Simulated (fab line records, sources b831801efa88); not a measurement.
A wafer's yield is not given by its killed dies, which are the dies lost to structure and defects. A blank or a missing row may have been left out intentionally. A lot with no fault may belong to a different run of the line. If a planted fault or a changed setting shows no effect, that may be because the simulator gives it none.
Chamber matching + flow gf180mcu + GF_V1_CMP_26 on cmp-01: 4 sister chambers
The step polishes, stops on SiO2, t overpolish 15 s, target thk 0 nm. 4 wafers are shown with their chamber, then 10 later ones without.

EACH WAFER AND ITS CHAMBER
| wafer  | chamber | motor current A (A) |
|--------|---------|---------------------|
| L819.1 | 0       | 10.7                |
| L825.6 | 3       | 10.8                |
| L826.1 | 1       | 12.1                |
| L826.2 | 2       | 9.5                 |

WAFERS WHOSE CHAMBER IS MISSING
| wafer  | motor current A (A) |
|--------|---------------------|
| L826.6 | 10.0                |
| L827.1 | 12.9                |
| L827.2 | 10.0                |
| L827.4 | 10.3                |
| L828.1 | 9.3                 |
| L828.3 | 13.1                |
| L828.5 | 9.5                 |
| L829.2 | 12.4                |
| L829.3 | 10.7                |
| L829.6 | 10.0                |

WHICH CHAMBER EACH ONE RAN IN
| wafer  | from the rows above          | in truth |
|--------|------------------------------|----------|
| L826.6 | can't be placed: 2 or 0 or 3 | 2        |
| L827.1 | 1                            | 1        |
| L827.2 | can't be placed: 2 or 0 or 3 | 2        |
| L827.4 | can't be placed: 0 or 3 or 2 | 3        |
| L828.1 | 2                            | 2        |
| L828.3 | 1                            | 1        |
| L828.5 | 2                            | 2        |
| L829.2 | 1                            | 1        |
| L829.3 | can't be placed: 0 or 3      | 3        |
| L829.6 | can't be placed: 2 or 0 or 3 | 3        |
Correctly placed: 5 of 10. Can't be placed from these rows: 5 (the true chamber is among the candidates in 5). Number placed wrongly: 0.
How it was worked out, from the rows above alone: a wafer's distance from a chamber is the root of the sum, over the readings, of the square of ((its reading less the chamber's mean) divided by the reading's scatter). If the next closest chamber is less than 2 further off than the closest, the wafer can't be placed; otherwise it belongs to the closest. For every chamber, the mean is computed from those of its wafers that are shown. The scatter: root of mean squared gap, hidden wafer to nearest shown wafer, with one shown wafer a chamber.
